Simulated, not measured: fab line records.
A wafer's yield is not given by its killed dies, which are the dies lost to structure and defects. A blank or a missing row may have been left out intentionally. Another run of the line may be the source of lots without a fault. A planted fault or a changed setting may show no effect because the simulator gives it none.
A sampling plan put to the test + flow gf180mcu + one fab line, 46 faults that these records tell of, each judged on the records of the lots that it struck
The plan consists of the line's own looks: route steps at which the wafer is read by a gauge or an inspection but not changed. Where struck wafers have a number at a look and the file lists that look's usual mean and standard deviation on fault-free wafers, the look can be judged. Caught: at a look after the fault's first step, the mean of the struck wafers lies 4 or more of those standard deviations (sigma) from the usual mean. On the tool: the test repeated on the tool's own readings taken at the fault's steps. If the struck wafers alone have a blank record, or they carry another recipe, that too counts as caught.

THE FAULTS, as the simulator had put them in
1. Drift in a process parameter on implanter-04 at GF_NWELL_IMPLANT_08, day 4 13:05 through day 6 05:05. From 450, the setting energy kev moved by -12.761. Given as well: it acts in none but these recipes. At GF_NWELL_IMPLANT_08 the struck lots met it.
2. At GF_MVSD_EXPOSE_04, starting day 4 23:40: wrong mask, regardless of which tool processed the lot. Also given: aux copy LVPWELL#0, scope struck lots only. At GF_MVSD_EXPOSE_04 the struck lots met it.
3. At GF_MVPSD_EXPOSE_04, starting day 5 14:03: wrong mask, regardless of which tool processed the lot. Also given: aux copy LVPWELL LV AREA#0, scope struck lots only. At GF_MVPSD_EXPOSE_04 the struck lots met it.
4. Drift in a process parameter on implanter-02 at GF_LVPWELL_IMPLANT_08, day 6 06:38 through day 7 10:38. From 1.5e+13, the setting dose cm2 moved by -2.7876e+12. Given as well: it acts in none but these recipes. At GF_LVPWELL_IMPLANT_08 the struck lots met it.
5. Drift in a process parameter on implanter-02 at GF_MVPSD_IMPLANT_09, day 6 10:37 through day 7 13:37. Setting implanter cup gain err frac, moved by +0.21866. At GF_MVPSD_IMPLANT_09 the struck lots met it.
6. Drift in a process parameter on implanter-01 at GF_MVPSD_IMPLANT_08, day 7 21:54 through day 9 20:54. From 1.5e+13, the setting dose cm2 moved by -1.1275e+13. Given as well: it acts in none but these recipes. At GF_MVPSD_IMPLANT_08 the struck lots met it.
7. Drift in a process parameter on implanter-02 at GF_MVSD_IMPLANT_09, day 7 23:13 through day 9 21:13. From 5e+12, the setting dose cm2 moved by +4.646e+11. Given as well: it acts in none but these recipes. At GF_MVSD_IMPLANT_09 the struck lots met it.
8. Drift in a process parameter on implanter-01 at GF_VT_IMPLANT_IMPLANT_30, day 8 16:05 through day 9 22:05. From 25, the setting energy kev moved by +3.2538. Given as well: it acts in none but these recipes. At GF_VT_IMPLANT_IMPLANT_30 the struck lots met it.
9. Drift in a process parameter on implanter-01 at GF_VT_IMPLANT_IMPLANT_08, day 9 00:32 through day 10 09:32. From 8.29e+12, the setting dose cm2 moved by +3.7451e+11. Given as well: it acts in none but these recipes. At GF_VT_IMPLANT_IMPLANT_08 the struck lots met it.
10. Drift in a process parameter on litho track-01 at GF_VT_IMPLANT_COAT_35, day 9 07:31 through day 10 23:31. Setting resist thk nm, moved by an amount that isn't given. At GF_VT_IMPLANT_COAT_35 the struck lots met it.
11. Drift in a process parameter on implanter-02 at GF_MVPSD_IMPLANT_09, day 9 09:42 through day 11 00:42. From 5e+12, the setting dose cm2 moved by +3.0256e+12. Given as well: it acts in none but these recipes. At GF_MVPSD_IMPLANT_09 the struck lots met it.
12. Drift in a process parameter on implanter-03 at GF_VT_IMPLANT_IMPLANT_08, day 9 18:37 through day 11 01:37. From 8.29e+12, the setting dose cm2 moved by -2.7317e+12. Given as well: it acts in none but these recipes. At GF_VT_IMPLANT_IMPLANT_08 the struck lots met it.
13. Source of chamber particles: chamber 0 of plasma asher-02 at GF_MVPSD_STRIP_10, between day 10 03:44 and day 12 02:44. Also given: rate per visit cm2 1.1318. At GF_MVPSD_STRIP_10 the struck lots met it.
14. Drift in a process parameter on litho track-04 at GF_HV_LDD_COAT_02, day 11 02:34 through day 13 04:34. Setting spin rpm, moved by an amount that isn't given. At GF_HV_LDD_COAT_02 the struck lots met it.
15. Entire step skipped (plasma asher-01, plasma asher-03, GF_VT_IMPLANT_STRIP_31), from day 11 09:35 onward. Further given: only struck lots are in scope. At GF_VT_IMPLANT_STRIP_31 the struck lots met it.
16. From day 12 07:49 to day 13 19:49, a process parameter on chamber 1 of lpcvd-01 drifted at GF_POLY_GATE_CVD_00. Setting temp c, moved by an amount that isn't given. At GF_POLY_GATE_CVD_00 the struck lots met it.
17. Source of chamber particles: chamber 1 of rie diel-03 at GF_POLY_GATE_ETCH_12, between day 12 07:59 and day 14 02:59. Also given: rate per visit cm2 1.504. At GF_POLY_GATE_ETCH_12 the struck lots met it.
18. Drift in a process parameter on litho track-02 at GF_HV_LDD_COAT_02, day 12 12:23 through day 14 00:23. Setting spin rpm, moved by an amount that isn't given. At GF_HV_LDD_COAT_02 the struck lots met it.
19. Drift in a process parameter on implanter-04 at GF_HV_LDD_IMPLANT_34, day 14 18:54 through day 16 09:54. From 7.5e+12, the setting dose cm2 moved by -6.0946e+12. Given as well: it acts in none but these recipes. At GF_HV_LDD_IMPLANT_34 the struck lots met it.
20. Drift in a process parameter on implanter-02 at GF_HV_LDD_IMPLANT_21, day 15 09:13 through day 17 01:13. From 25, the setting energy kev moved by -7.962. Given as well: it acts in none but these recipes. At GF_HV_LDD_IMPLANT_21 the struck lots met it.
21. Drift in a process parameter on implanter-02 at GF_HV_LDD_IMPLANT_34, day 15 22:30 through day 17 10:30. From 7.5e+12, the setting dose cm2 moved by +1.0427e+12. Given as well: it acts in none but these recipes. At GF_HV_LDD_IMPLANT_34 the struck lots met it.
22. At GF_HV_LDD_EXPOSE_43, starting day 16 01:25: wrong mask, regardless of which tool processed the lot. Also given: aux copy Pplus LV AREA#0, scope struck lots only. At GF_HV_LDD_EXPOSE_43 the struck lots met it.
23. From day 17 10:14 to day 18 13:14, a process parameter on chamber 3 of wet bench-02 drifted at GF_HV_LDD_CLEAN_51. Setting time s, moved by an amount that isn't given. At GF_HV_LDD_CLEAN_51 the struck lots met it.
24. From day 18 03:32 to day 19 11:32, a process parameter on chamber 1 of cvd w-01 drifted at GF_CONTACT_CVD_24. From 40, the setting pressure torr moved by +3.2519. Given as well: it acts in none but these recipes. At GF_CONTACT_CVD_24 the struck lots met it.
25. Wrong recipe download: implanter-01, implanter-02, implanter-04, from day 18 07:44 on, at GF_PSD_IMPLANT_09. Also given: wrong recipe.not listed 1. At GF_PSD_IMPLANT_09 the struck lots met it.
26. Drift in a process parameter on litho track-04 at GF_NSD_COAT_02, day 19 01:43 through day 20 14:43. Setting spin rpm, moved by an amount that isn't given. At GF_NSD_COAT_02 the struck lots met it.
27. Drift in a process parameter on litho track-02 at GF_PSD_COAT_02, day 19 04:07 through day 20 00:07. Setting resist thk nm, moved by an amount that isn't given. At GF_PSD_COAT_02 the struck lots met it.
28. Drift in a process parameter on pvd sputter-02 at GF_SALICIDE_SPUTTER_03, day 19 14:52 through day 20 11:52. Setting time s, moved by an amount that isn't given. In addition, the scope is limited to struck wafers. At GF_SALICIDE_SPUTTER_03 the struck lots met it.
29. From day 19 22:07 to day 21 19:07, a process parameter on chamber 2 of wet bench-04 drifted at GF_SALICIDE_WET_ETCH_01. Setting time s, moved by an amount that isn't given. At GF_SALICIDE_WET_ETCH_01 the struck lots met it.
30. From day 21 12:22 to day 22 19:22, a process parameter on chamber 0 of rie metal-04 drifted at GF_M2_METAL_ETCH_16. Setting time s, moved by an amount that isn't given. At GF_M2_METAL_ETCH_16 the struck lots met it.
31. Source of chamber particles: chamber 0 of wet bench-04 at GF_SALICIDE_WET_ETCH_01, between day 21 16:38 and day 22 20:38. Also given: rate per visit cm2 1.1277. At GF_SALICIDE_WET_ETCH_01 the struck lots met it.
32. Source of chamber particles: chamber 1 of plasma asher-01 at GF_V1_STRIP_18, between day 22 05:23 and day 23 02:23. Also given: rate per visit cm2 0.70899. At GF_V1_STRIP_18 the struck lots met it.
33. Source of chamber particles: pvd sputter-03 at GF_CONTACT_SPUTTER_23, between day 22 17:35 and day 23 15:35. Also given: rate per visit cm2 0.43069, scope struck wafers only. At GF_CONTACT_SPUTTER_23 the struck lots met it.
34. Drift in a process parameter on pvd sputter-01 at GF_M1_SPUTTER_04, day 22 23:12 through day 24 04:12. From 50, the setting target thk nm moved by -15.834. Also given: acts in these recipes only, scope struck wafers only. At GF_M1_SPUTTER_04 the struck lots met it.
35. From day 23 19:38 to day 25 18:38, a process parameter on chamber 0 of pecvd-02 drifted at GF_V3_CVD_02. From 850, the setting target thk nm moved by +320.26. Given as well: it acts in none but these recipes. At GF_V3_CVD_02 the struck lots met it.
36. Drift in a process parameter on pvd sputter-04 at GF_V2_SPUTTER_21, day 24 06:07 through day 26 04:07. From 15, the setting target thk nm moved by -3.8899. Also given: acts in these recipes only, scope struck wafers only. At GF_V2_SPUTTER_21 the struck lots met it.
37. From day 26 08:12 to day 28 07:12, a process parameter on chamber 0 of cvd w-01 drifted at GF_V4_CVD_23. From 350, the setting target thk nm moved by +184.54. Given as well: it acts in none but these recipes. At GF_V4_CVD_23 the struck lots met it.
38. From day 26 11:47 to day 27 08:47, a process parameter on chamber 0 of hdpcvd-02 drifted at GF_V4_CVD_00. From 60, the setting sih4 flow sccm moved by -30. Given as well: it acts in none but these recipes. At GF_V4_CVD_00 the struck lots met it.
39. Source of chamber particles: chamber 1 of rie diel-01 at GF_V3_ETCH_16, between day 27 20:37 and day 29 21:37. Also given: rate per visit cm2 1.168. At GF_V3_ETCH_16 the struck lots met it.
40. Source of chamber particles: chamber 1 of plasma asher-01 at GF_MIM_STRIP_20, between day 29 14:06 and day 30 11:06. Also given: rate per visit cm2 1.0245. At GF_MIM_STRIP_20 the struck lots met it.
41. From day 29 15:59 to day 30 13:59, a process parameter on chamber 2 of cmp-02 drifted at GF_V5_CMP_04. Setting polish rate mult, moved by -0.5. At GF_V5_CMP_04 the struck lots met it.
42. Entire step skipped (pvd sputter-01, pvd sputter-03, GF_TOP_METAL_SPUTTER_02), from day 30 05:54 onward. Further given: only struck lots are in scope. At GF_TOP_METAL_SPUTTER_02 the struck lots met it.
43. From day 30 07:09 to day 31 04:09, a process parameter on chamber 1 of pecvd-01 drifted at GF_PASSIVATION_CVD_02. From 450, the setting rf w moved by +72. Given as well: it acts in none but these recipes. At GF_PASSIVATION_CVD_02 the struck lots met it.
44. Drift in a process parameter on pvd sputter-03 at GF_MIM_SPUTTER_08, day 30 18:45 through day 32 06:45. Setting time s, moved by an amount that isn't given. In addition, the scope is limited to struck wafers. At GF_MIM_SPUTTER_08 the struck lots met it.
45. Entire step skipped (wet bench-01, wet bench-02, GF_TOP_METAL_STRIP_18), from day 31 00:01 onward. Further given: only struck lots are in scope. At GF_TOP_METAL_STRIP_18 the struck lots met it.
46. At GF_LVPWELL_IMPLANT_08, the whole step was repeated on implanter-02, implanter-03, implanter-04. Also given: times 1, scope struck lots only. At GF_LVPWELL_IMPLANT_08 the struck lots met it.

WHAT THE PLAN SAW
| fault | on the tool itself                               | first look that catches it                      | reading, sigma                                           | median hours from its first step to that look | hours from the fault's start to the first struck lot there | judged looks passed uncaught |
|-------|--------------------------------------------------|-------------------------------------------------|----------------------------------------------------------|-----------------------------------------------|------------------------------------------------------------|------------------------------|
| 1     | beam energy keV -91 sigma                        | no look after it can be judged                  | -                                                        | -                                             | -                                                          | 0                            |
| 2     | under 2 sigma                                    | GF_MVSD_TW_MEAS_11                              | MVSD_TW -99 or beyond                                    | 7.0                                           | 11                                                         | 0                            |
| 3     | under 2 sigma                                    | GF_MVPSD_TW_MEAS_11                             | MVPSD_TW -99 or beyond                                   | 8.3                                           | 12                                                         | 0                            |
| 4     | dose ions cm2 -99 or beyond sigma                | GF_LVPWELL_TW_MEAS_11                           | LVPWELL_TW -11                                           | 0.4                                           | 12                                                         | 0                            |
| 5     | faraday current uA +10 sigma                     | GF_VT_IMPLANT_RS_MEAS_49                        | MVPSD_RS +11                                             | 67.5                                          | 75                                                         | 1                            |
| 6     | dose ions cm2 -99 or beyond sigma                | GF_MVPSD_TW_MEAS_11                             | MVPSD_TW -53                                             | 0.4                                           | 5                                                          | 0                            |
| 7     | dose ions cm2 +83 sigma                          | GF_VT_IMPLANT_RS_MEAS_46                        | MVSD_RS -5.0                                             | 91.2                                          | 92                                                         | 0                            |
| 8     | beam energy keV +99 or beyond sigma              | no look after it can be judged                  | -                                                        | -                                             | -                                                          | 0                            |
| 9     | dose ions cm2 +37 sigma                          | no look after it can be judged                  | -                                                        | -                                             | -                                                          | 0                            |
| 10    | under 2 sigma                                    | none of the 2 looks that can be judged after it | -                                                        | -                                             | -                                                          | 2                            |
| 11    | dose ions cm2 +99 or beyond sigma                | GF_MVPSD_TW_MEAS_11                             | MVPSD_TW +7.2                                            | 0.2                                           | 2                                                          | 0                            |
| 12    | dose ions cm2 -99 or beyond sigma                | GF_VT_IMPLANT_TW_MEAS_10                        | VT_IMPLANT_TW -6.6                                       | 0.2                                           | 6                                                          | 0                            |
| 13    | under 2 sigma                                    | not the one look that can be judged after it    | -                                                        | -                                             | -                                                          | 1                            |
| 14    | spin speed rpm +90 sigma                         | no look after it can be judged                  | -                                                        | -                                             | -                                                          | 0                            |
| 15    | the tool's record is blank for the struck wafers | GF_VT_IMPLANT_TW_MEAS_43                        | VT_IMPLANT_4_TW -59                                      | 19.6                                          | 23                                                         | 0                            |
| 16    | susceptor temp C +28 sigma                       | GF_POLY_GATE_THK_MEAS_01                        | POLY_GATE_CVD_00_THK +27                                 | 1.4                                           | 19                                                         | 0                            |
| 17    | under 2 sigma                                    | not the one look that can be judged after it    | -                                                        | -                                             | -                                                          | 1                            |
| 18    | spin speed rpm -66 sigma                         | no look after it can be judged                  | -                                                        | -                                             | -                                                          | 0                            |
| 19    | dose ions cm2 -99 or beyond sigma                | GF_HV_LDD_TW_MEAS_38                            | HV_LDD_3_TW -10                                          | 0.5                                           | 7                                                          | 0                            |
| 20    | beam energy keV -99 or beyond sigma              | GF_HV_LDD_TW_MEAS_23                            | HV_LDD_2_TW -18                                          | 0.2                                           | 3                                                          | 0                            |
| 21    | dose ions cm2 +99 or beyond sigma                | none of the 2 looks that can be judged after it | strongest: HV_LDD_RS at GF_HV_LDD_RS_MEAS_53, -2.8       | -                                             | -                                                          | 2                            |
| 22    | no reading that can be judged                    | GF_HV_LDD_TW_MEAS_50                            | HV_LDD_4_TW -99 or beyond                                | 11.0                                          | 14                                                         | 0                            |
| 23    | run length s -33 sigma                           | no look after it can be judged                  | -                                                        | -                                             | -                                                          | 0                            |
| 24    | chamber pressure Torr +37 sigma                  | none of the 2 looks that can be judged after it | strongest: CONTACT_W_THK at GF_CONTACT_THK_MEAS_26, +3.7 | -                                             | -                                                          | 2                            |
| 25    | no reading that can be judged                    | GF_PSD_TW_MEAS_11                               | PSD_TW +15                                               | 0.2                                           | 4                                                          | 0                            |
| 26    | spin speed rpm -99 or beyond sigma               | GF_NSD_CD_MEAS_07                               | cd nm -6.8                                               | 12.0                                          | 17                                                         | 0                            |
| 27    | under 2 sigma                                    | not the one look that can be judged after it    | -                                                        | -                                             | -                                                          | 1                            |
| 28    | under 2 sigma                                    | not the one look that can be judged after it    | -                                                        | -                                             | -                                                          | 1                            |
| 29    | run length s +18 sigma                           | no look after it can be judged                  | -                                                        | -                                             | -                                                          | 0                            |
| 30    | run length s +17 sigma                           | no look after it can be judged                  | -                                                        | -                                             | -                                                          | 0                            |
| 31    | no reading that can be judged                    | not the one look that can be judged after it    | -                                                        | -                                             | -                                                          | 1                            |
| 32    | under 2 sigma                                    | not the one look that can be judged after it    | -                                                        | -                                             | -                                                          | 1                            |
| 33    | under 2 sigma                                    | none of the 8 looks that can be judged after it | -                                                        | -                                             | -                                                          | 8                            |
| 34    | under 2 sigma                                    | none of the 7 looks that can be judged after it | -                                                        | -                                             | -                                                          | 7                            |
| 35    | under 2 sigma                                    | GF_V3_THK_MEAS_03                               | V3_CVD_02_THK +28                                        | 0.1                                           | 9                                                          | 0                            |
| 36    | under 2 sigma                                    | no look after it can be judged                  | -                                                        | -                                             | -                                                          | 0                            |
| 37    | under 2 sigma                                    | GF_V4_RS_MEAS_24                                | V4_W_RS -26                                              | 0.1                                           | 8                                                          | 0                            |
| 38    | sih4 flow sccm -99 or beyond sigma               | GF_V4_THK_MEAS_01                               | V4_CVD_00_THK -55                                        | 0.1                                           | 1                                                          | 0                            |
| 39    | under 2 sigma                                    | no look after it can be judged                  | -                                                        | -                                             | -                                                          | 0                            |
| 40    | under 2 sigma                                    | none of the 2 looks that can be judged after it | -                                                        | -                                             | -                                                          | 2                            |
| 41    | under 2 sigma                                    | none of the 5 looks that can be judged after it | -                                                        | -                                             | -                                                          | 5                            |
| 42    | the tool's record is blank for the struck wafers | GF_TOP_METAL_RS_MEAS_05                         | TOP_METAL_ALCU_RS +99 or beyond                          | 0.1                                           | 5                                                          | 0                            |
| 43    | rf fwd power W +55 sigma                         | GF_PASSIVATION_THK_MEAS_03                      | PASSIVATION_CVD_02_THK +4.4                              | 0.3                                           | 13                                                         | 0                            |
| 44    | under 2 sigma                                    | GF_MIM_RS_MEAS_10                               | MIM_ALCU_RS -5.6                                         | 0.1                                           | 4                                                          | 0                            |
| 45    | no reading that can be judged                    | no look after it can be judged                  | -                                                        | -                                             | -                                                          | 0                            |
| 46    | under 2 sigma                                    | GF_LVPWELL_TW_MEAS_11                           | LVPWELL_TW +46                                           | 0.7                                           | -                                                          | 0                            |
A dash: the fault isn't caught, or these records don't give the number.

Caught at a look: 22 of 46. Caught on the tool: 24 of 46. By one or the other: 32 of 46.
Caught on the tool alone: faults 1, 8, 9, 14, 18, 21, 23, 24, 29, 30.
Caught at a look alone: faults 2, 3, 22, 25, 35, 37, 44, 46.
Caught by neither: faults 10, 13, 17, 27, 28, 31, 32, 33, 34, 36, 39, 40, 41, 45.

THINNER SAMPLING
If the look that catches a fault measured only every second or every third lot, by lot number, the first struck lot would be measured this late in the worst case:
| fault | struck lots at that look, in order of time | every lot | every second lot | every third lot |
|-------|--------------------------------------------|-----------|------------------|-----------------|
| 2     | L307                                       | 11 h      | may miss it      | may miss it     |
| 3     | L502                                       | 12 h      | may miss it      | may miss it     |
| 4     | L390, L392                                 | 12 h      | may miss all 2   | may miss all 2  |
| 5     | L633, L635                                 | 75 h      | may miss all 2   | may miss all 2  |
| 6     | L348, L349                                 | 5 h       | 10 h             | may miss all 2  |
| 7     | L287, L292                                 | 92 h      | 125 h            | may miss all 2  |
| 11    | L475, L476                                 | 2 h       | 9 h              | may miss all 2  |
| 12    | L271, L273                                 | 6 h       | may miss all 2   | may miss all 2  |
| 15    | L909, L910, L911                           | 23 h      | 27 h             | 34 h            |
| 16    | L359                                       | 19 h      | may miss it      | may miss it     |
| 19    | L124, L125                                 | 7 h       | 17 h             | may miss all 2  |
| 20    | L924, L925                                 | 3 h       | 10 h             | may miss all 2  |
| 22    | L589                                       | 14 h      | may miss it      | may miss it     |
| 25    | L234, L235, L236, L237                     | 4 h       | 9 h              | 24 h            |
| 26    | L293, L295                                 | 17 h      | may miss all 2   | may miss all 2  |
| 35    | L178, L181                                 | 9 h       | 31 h             | may miss all 2  |
| 37    | L440, L441                                 | 8 h       | 17 h             | may miss all 2  |
| 38    | L326                                       | 1 h       | may miss it      | may miss it     |
| 42    | L210, L211                                 | 5 h       | 9 h              | may miss all 2  |
| 43    | L136                                       | 13 h      | may miss it      | may miss it     |
| 44    | L284                                       | 4 h       | may miss it      | may miss it     |
The hour figures run from when the fault began to the first measured lot among those it struck. The limit of 4 sigma was tested on all struck wafers together, so one lot alone may lie under it. Other struck lots may not be in these records.

THE LONGEST TIMED WAY FROM STEP TO LOOK
Fault 7: the median time between GF_MVSD_IMPLANT_09 and GF_VT_IMPLANT_RS_MEAS_46 is 91.2 hours. No look between them can be judged.
